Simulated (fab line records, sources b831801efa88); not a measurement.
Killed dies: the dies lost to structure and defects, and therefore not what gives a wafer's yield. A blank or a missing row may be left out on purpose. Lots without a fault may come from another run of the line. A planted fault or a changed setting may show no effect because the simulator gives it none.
Code-filled problem report in 8D (eight disciplines) form ; flow sky130 ; the parts of the form that need people (team, actions taken, sign-off) are left out

== 1. THE ISSUE ==
A mean of 79 is read at SKY_PAD_OPEN_PROBE_99 for killed_at_M0_to_M3, taken on 1 wafer of 1 lot, against 44 (standard deviation 6.6) on wafers free of any fault. Relative to the usual mean, that is a shift of +5.3 standard deviations.
First observed at day 47 12:45: wafer L290.2, on prober-01. The record holds 33 wafers of 11 lots with a number at this step. Rule for "out" (also "out of limits"): further than 4 standard deviations from the usual mean. Any other wafer with a number is counted as sound.

== 2. WHAT IT IS; WHAT IT IS NOT ==
question;is;is not
which readings at this step;killed_at_M0_to_M3, defect-limited-yield, killed-dies, sort_bin_3_pad_short, sort_bin_5_function, sort-n-pass, sort-yield-pct;killed_at_M4_up, killed-at-contacts, killed-at-front-end, killed-at-other, killed-open, killed-short, sort_bin_6_memory
which lots;L290;L282, L284, L285, L286, L289, L295, L300, L302, L303, L305
which wafers of those lots;L290.2;L290.1, L290.4
read on which tools;prober-01;prober-02
when;from day 47 12:45;"up to then (16 sound wafers); but 16 sound wafers of L290, L295, L300, L302, L303, L305 came after"

== 3. WHAT RULES OUT EACH SUSPECT ==
Counting: a tool at a process step up to the reading stays a suspect if it ran every lot that is out. Sound lots after the first of them don't rule it out here, since some wafers of a struck lot are sound.
- plasma-asher-03 at SKY_VIA2_STRIP_16 (strips in O2/N2): kept. L290, the lot that is out, went through it at day 38 13:32; up to then, the latest sound lot through it was L289 at day 38 11:16.
- pvd-sputter-02 at SKY_METAL5_SPUTTER_04 (material TiN, target thk 70 nm, time 58.3 s): kept. It ran the lot that is out, L290 (day 44 20:55).
- plasma-asher-04 at SKY_PAD_OPEN_STRIP_08 (strips in O2/N2): kept. L290, the lot that is out, went through it at day 47 10:29; up to then, the latest sound lot through it was L285 at day 46 01:46.
- prober-01 at SKY_PAD_OPEN_PROBE_99: kept. L290, the lot that is out, went through it at day 47 12:42; up to then, the latest sound lot through it was L289 at day 47 08:56. On those wafers its own readings are out: defect-limited-yield, killed_at_M0_to_M3, killed-dies, sort_bin_3_pad_short, sort_bin_5_function, sort-n-pass, sort-yield-pct.
- At SKY_VIA2_STRIP_16 on plasma-asher-03, chamber 1 took the sound wafers of the same lots and chamber 0 took the wafers that are out.
Left after counting: plasma-asher-03 at SKY_VIA2_STRIP_16, pvd-sputter-02 at SKY_METAL5_SPUTTER_04, plasma-asher-04 at SKY_PAD_OPEN_STRIP_08, prober-01 at SKY_PAD_OPEN_PROBE_99.

== 4. THE CAUSE (what the simulator had put in) ==
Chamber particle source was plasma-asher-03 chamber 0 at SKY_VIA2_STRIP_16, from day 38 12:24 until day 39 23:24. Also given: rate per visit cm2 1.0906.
This tool is one of the 4 suspects left after counting.

== 5. THE CHAIN OF EFFECTS, in route order ==
Each row: a reading where the mean over the struck wafers with a number is more than 3 standard deviations away from the usual. Readings are gone through only where the record gives a usual standard deviation; hours: the median, over the lots, of the time from a lot's start at the first step in this table giving one to that lot's start at this step; sigmas: the change measured in usual standard deviations.
hours;step;reading;usual;on struck wafers;change;sigmas
0;SKY_PAD_OPEN_PROBE_99;defect-limited-yield;82.5 %;73.8;-8.7;-4.6
0;SKY_PAD_OPEN_PROBE_99;killed_at_M0_to_M3;44;79;+35;+5.3
0;SKY_PAD_OPEN_PROBE_99;killed-dies;86;129;+43;+4.6
0;SKY_PAD_OPEN_PROBE_99;killed-on-rim;17;30;+13;+3.5
0;SKY_PAD_OPEN_PROBE_99;sort_bin_3_pad_short;0.8 %;2.6;+1.8;+4.5
0;SKY_PAD_OPEN_PROBE_99;sort_bin_5_function;10.3 %;17.7;+7.4;+5.3
0;SKY_PAD_OPEN_PROBE_99;sort-n-pass;406;363;-43;-4.6
0;SKY_PAD_OPEN_PROBE_99;sort-yield-pct;82.5 %;73.8;-8.7;-4.6
Its process steps:
- SKY_PAD_OPEN_PROBE_99

== 6. HOW IT WOULD HAVE BEEN CAUGHT EARLIER ==
In this record no reading fell out of limits until day 47 12:45, 216 hours after the fault had begun at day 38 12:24.
Tool readings at SKY_VIA2_STRIP_16 with a usual standard deviation given in the record: none out on any struck wafer, hence no alarm at a limit of 4 standard deviations on them.
By day 47 12:45, every lot that is out (1) had started SKY_VIA2_STRIP_16 on plasma-asher-03. Holding the tool at that point would not have protected any of them.
